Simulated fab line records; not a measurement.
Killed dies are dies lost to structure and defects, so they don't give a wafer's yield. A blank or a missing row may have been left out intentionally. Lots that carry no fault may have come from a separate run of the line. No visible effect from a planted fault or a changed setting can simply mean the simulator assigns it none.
Which tool was responsible?	flow gf180mcu	42 wafers from 14 lots sampled at 6 of the route's 602 steps

== WHAT EACH GAUGE READ, for each wafer ==
GF_M3_RS_MEAS_05: the measuring method here is four-point-probe.
lot	measured	on	M3_ALCU_RS (ohm/sq)
L467	day 20 22:12	film metro-04	0.0696 0.0699 0.0700
L471	day 22 09:43	film metro-01	0.0696 0.0691 0.0689
L472	day 22 11:58	film metro-03	0.0688 0.0688 0.0689
L474	day 23 12:19	film metro-01	0.0692 0.0694 0.0690
L475	day 23 17:15	film metro-04	0.0689 0.0687 0.0689
L476	day 23 22:43	film metro-04	0.0694 0.0687 0.0697
L480	day 25 11:50	film metro-01	0.0692 0.0699 0.0692
L481	day 25 19:16	film metro-04	0.0690 0.0690 0.0690
L482	day 26 00:31	film metro-04	7.1302 7.1227 7.1417
L483	day 26 07:40	film metro-03	7.1730 7.0985 7.1430
L487	day 27 10:25	film metro-03	0.0694 0.0702 0.0701
L488	day 27 17:10	film metro-03	0.0691 0.0683 0.0680
L489	day 28 00:27	film metro-03	0.0695 0.0694 0.0690
L490	day 28 02:11	film metro-03	0.0693 0.0702 0.0693

GF_M3_THK_MEAS_06: measures by xrf.
lot	measured	on	M3_ALCU_THK (nm)
L467	day 20 22:19	film metro-04	455 455 454
L471	day 22 09:50	film metro-01	453 460 459
L472	day 22 12:05	film metro-03	460 460 460
L474	day 23 12:26	film metro-01	460 458 463
L475	day 23 17:22	film metro-04	461 463 462
L476	day 23 22:50	film metro-04	461 466 457
L480	day 25 11:57	film metro-01	459 455 459
L481	day 25 19:23	film metro-04	468 466 467
L482	day 26 00:38	film metro-04	<0 <0 <0
L483	day 26 07:46	film metro-03	<0 <0 <0
L487	day 27 10:32	film metro-03	455 450 452
L488	day 27 17:15	film metro-03	457 462 462
L489	day 28 00:34	film metro-03	455 457 463
L490	day 28 02:19	film metro-03	458 454 458

== TOOL THAT RAN EACH LOT (tool first, then ch and the chambers of the sampled wafers, then the start) ==
lot	GF_M2_METAL_ETCH_16	GF_V2_ETCH_17	GF_V2_SPUTTER_21	GF_M3_SPUTTER_02
L467	rie metal-01 ch 0,1, day 19 18:29	rie diel-04 ch 0,1,2, day 20 21:16 or earlier	pvd sputter-03, day 20 21:16	pvd sputter-02, day 20 22:05
L471	rie metal-03 ch 1, day 21 06:38	rie diel-04 ch 2,3, day 22 08:40 or earlier	pvd sputter-04, day 22 08:40	pvd sputter-03, day 22 09:37
L472	rie metal-01 ch 0,1, day 21 08:56	rie diel-02 ch 1,2,3, day 22 11:04 or earlier	pvd sputter-02, day 22 11:04	pvd sputter-01, day 22 11:53
L474	rie metal-02 ch 0,1, day 22 09:53	rie diel-02 ch 1,2, day 23 11:23 or earlier	pvd sputter-04, day 23 11:23	pvd sputter-01, day 23 12:13
L475	rie metal-02 ch 0,1, day 22 15:02	rie diel-04 ch 0,1,3, day 23 16:20 or earlier	pvd sputter-02, day 23 16:20	pvd sputter-01, day 23 17:10
L476	rie metal-02 ch 1, day 22 20:14	rie diel-01 ch 0,3, day 23 21:48 or earlier	pvd sputter-02, day 23 21:48	pvd sputter-01, day 23 22:38
L480	rie metal-03 ch 0,1, day 24 10:23	rie diel-04 ch 0,2,3, day 25 10:55 or earlier	pvd sputter-04, day 25 10:55	pvd sputter-03, day 25 11:44
L481	rie metal-02 ch 0,1, day 24 18:53	rie diel-01 ch 0,2,3, day 25 18:21 or earlier	pvd sputter-02, day 25 18:21	pvd sputter-03, day 25 19:10
L482	rie metal-02 ch 0,1, day 25 00:47	rie diel-04 ch 1,2,3, day 25 23:36 or earlier	pvd sputter-02, day 25 23:36	pvd sputter-03, day 26 00:25
L483	rie metal-01 ch 1, day 25 07:43	rie diel-01 ch 0,1, day 26 06:42 or earlier	pvd sputter-03, day 26 06:42	pvd sputter-01, day 26 07:32
L487	rie metal-02 ch 1, day 26 09:35	rie diel-02 ch 1,2, day 27 09:30 or earlier	pvd sputter-03, day 27 09:30	pvd sputter-02, day 27 10:20
L488	rie metal-01 ch 0,1, day 26 16:58	rie diel-01 ch 0,1, day 27 16:11 or earlier	pvd sputter-04, day 27 16:11	pvd sputter-03, day 27 17:01
L489	rie metal-03 ch 0, day 27 01:41	rie diel-04 ch 0,2,3, day 27 23:32 or earlier	pvd sputter-03, day 27 23:32	pvd sputter-03, day 28 00:22
L490	rie metal-01 ch 0,1, day 27 03:26	rie diel-04 ch 1,2,3, day 28 01:12 or earlier	pvd sputter-02, day 28 01:12	pvd sputter-03, day 28 02:06
- GF_M2_METAL_ETCH_16: etches the open film in Cl2/BCl3, stops on SiO2, target depth 627.5 nm, time 104.6 s.
- GF_V2_ETCH_17: etches SiO2 in C4F8/O2/Ar, stops on TiN, target depth 630 nm.
- GF_V2_SPUTTER_21: material Ti, target thk 15 nm, time 80.02 s.
- GF_M3_SPUTTER_02: material AlCu, target thk 450 nm, time 23.9 s.

== WHAT THE TOOLS THEMSELVES READ (means of the sampled wafers that have a number; where no wafer has one, the mark that the record gives instead) ==
GF_M2_METAL_ETCH_16.
lot	tool	drypump motor current A (A)	oes product au (a.u.)	throttle valve pct (%)
L467	rie metal-01	6.4	0.966	28.264
L471	rie metal-03	5.1	0.979	28.246
L472	rie metal-01	6.4	0.980	28.238
L474	rie metal-02	6.1	0.970	28.252
L475	rie metal-02	6.1	0.977	28.244
L476	rie metal-02	5.8	0.971	28.252
L480	rie metal-03	5.5	0.967	28.241
L481	rie metal-02	5.9	0.969	28.249
L482	rie metal-02	6.1	0.970	28.252
L483	rie metal-01	6.6	0.965	28.252
L487	rie metal-02	5.8	0.974	28.251
L488	rie metal-01	6.3	0.961	28.250
L489	rie metal-03	5.7	0.964	28.250
L490	rie metal-01	6.4	0.967	28.250

GF_V2_ETCH_17.
lot	tool	oes product au (a.u.)
L467	rie diel-04	0.850
L471	rie diel-04	0.857
L472	rie diel-02	0.852
L474	rie diel-02	0.852
L475	rie diel-04	0.855
L476	rie diel-01	0.855
L480	rie diel-04	0.855
L481	rie diel-01	0.855
L482	rie diel-04	0.859
L483	rie diel-01	0.856
L487	rie diel-02	0.856
L488	rie diel-01	0.856
L489	rie diel-04	0.861
L490	rie diel-04	0.861

GF_V2_SPUTTER_21.
lot	tool	cathode dc power W (W)	chamber pressure pa (Pa)	throttle valve pct (%)
L467	pvd sputter-03	2500.1	4.995	31.1
L471	pvd sputter-04	2500.0	5.007	29.3
L472	pvd sputter-02	2500.4	5.002	29.3
L474	pvd sputter-04	2500.1	4.997	31.1
L475	pvd sputter-02	2500.1	5.006	29.4
L476	pvd sputter-02	2499.6	4.988	29.3
L480	pvd sputter-04	2500.1	4.999	31.2
L481	pvd sputter-02	2500.6	4.986	29.5
L482	pvd sputter-02	2499.9	5.001	28.5
L483	pvd sputter-03	2499.8	4.997	30.4
L487	pvd sputter-03	2500.0	4.996	30.8
L488	pvd sputter-04	2500.2	5.014	31.1
L489	pvd sputter-03	2500.0	4.999	30.1
L490	pvd sputter-02	2500.0	4.997	28.8

GF_M3_SPUTTER_02.
lot	tool	cathode dc power W (W)	chamber pressure pa (Pa)	throttle valve pct (%)
L467	pvd sputter-02	10598	0.4000	29.0
L471	pvd sputter-03	10601	0.3995	30.5
L472	pvd sputter-01	10599	0.3998	30.6
L474	pvd sputter-01	10600	0.3997	30.6
L475	pvd sputter-01	10600	0.4008	30.6
L476	pvd sputter-01	10601	0.4004	30.8
L480	pvd sputter-03	10601	0.3996	30.7
L481	pvd sputter-03	10599	0.3997	30.0
L482	pvd sputter-03	-	-	-
L483	pvd sputter-01	-	-	-
L487	pvd sputter-02	10600	0.3997	29.0
L488	pvd sputter-03	10600	0.3996	30.3
L489	pvd sputter-03	10601	0.4002	31.1
L490	pvd sputter-03	10598	0.4000	30.9

== THE ANSWER, worked out from the rows above alone ==
Rule: the usual values come from the lots themselves. The widest of any qualifying gaps counts: lots, ordered by their means at a reading, are off when they make up no more than a third of the lots, leave a main group of 4 or more, and stand apart from it by 3 or more times the standard deviation of that group's means. Not used: any main group whose means are identical at the precision the tables above print for the reading. Also off: a lot with no number at a reading for which 4 or more lots have one. Any other lot the step has rows for is counted as sound. The gauges are gone through in route order, then the tools' own readings, and for those a lot's mean is taken as printed above. The first step at which some lot is off is used, and at that step the reading that is off furthest; a lot without a number counts as furthest.
Off: L482, L483, seen at GF_M3_RS_MEAS_05 (M3_ALCU_RS). Main group: mean 0.0692 ohm/sq, sd 0.0004.
If a tool, at a process step before that reading, ran all the lots that are off and no sound lot after the first of them, it fits. The gauges at GF_M3_RS_MEAS_05 aren't tried: what is off there is off at GF_M3_SPUTTER_02 too, on other tools, and a gauge's error can't cause that. With no start given for some of its lots, GF_V2_ETCH_17 uses the hours and lot order of GF_V2_SPUTTER_21. None of those tried fits.

== WHAT THE SIMULATOR HAD PUT IN ==
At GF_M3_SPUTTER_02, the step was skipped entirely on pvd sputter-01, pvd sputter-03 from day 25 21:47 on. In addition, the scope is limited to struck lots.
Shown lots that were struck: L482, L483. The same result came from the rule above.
